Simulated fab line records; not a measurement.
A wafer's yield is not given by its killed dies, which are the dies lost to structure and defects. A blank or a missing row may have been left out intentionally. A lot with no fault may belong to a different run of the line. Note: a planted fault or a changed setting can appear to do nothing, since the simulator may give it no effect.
Problem report, 8D (eight disciplines) form, completed by code | flow sky130 | the parts of the form that need people (team, actions taken, sign-off) are left out

1. WHAT IS WRONG
Mean of cdNm at SKY_METAL2_CD_MEAS_15: 168.0 nm across 9 wafers in 3 lots; on wafers with no fault it is 140.5 nm (standard deviation 1.4). Relative to the usual mean, that is a shift of +20 standard deviations.
The step: target cd 140 nm.
First observed at day 40 09:57: wafer L582.2, on cdSem-01. Wafers with a number at this step in the record: 33, from 11 lots. Rule for "out", or "out of limits": more than 4 standard deviations from the usual mean. All remaining wafers that have a number are taken as sound.

2. WHAT THIS IS AND IS NOT
question                    | is                     | is not
which readings at this step | cdNm                   | -
which lots                  | L582, L583, L586       | L566, L570, L571, L572, L574, L578, L581, L587
which wafers of those lots  | all that have a number | -
read on which gauges        | cdSem-01               | cdSem-02
when                        | from day 40 09:57      | up to then (21 sound wafers); but 3 sound wafers of L587 came after

3. WHAT RULES OUT EACH SUSPECT
Counting: any tool at a process step up to the reading is kept as a suspect provided that every lot that is out went through it and no sound lot did after the first of them.
- the gauge at SKY_METAL2_CD_MEAS_15 has been ruled out. All the wafers that are out were read on cdSem-01, but those of them that SKY_METAL2_EXPOSE_12 has rows for are out there too, on other tools.
- krfScanner-02 at SKY_METAL2_EXPOSE_12 (exposes mask MM2, target cd 140 nm): kept. All lots that are out passed through it, beginning with L582 at day 39 22:19, and no sound lot followed; its final sound lot before that point was L571 at day 36 17:31. On those wafers its own readings are out: exposureDoseMJCm2.
Left after counting: krfScanner-02 at SKY_METAL2_EXPOSE_12.

4. THE CAUSE (what the simulator had put in)
Process parameters drifting: krfScanner-02 at SKY_METAL2_EXPOSE_12, beginning at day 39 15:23. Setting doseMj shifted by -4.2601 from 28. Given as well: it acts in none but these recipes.
This tool alone remained once counting was done.

5. THE CHAIN OF EFFECTS, in route order
Each row: a reading whose mean over the struck wafers that have a number lies more than 3 standard deviations from the usual. Scope: only readings with a usual standard deviation given in the record; hours: median across lots of the time from each lot's start at the first step in this table that gives one to its start at this step; sigmas: change in usual standard deviations.
hours | step                  | reading              | usual    | on struck wafers | change | sigmas
0     | SKY_METAL2_EXPOSE_12  | exposureDoseMJCm2    | 27.99    | 24.32            | -3.67  | -54
12    | SKY_METAL2_CD_MEAS_15 | cdNm                 | 140.5 nm | 168.0            | +27.5  | +20
234   | SKY_PAD_OPEN_PROBE_99 | defectLimitedYield   | 82.5 %   | 20.0             | -62.5  | -33
234   | SKY_PAD_OPEN_PROBE_99 | killed_at_M0_to_M3   | 44       | 350              | +306   | +46
234   | SKY_PAD_OPEN_PROBE_99 | killedDies           | 86       | 394              | +308   | +33
234   | SKY_PAD_OPEN_PROBE_99 | killedOnRim          | 17       | 58               | +41    | +11
234   | SKY_PAD_OPEN_PROBE_99 | sort_bin_3_pad_short | 0.8 %    | 62.7             | +61.9  | +99 or more
234   | SKY_PAD_OPEN_PROBE_99 | sortNPass            | 406      | 98               | -308   | -33
234   | SKY_PAD_OPEN_PROBE_99 | sortYieldPct         | 82.5 %   | 20.0             | -62.5  | -33
Process steps it contains:
- SKY_METAL2_EXPOSE_12: exposes mask MM2, target cd 140 nm.
- SKY_PAD_OPEN_PROBE_99
At these later measuring or inspecting steps, every struck wafer for which the step has a row has a number for every such reading, and none has moved that far: SKY_METAL2_OVL_MEAS_16.

6. HOW IT WOULD HAVE BEEN CAUGHT EARLIER
Counted from the fault's start at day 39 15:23, it took 19 hours until the first out-of-limits reading at a measuring or inspecting step in this record, taken at day 40 09:57.
The tool's own readings at SKY_METAL2_EXPOSE_12 were out on every struck wafer that the step has a row for (exposureDoseMJCm2): an alarm limit on them would have fired on the first of those.
L586, from the lots that are out (3), started SKY_METAL2_EXPOSE_12 on krfScanner-02 later than day 40 09:57. Holding the tool at that time would have saved it.
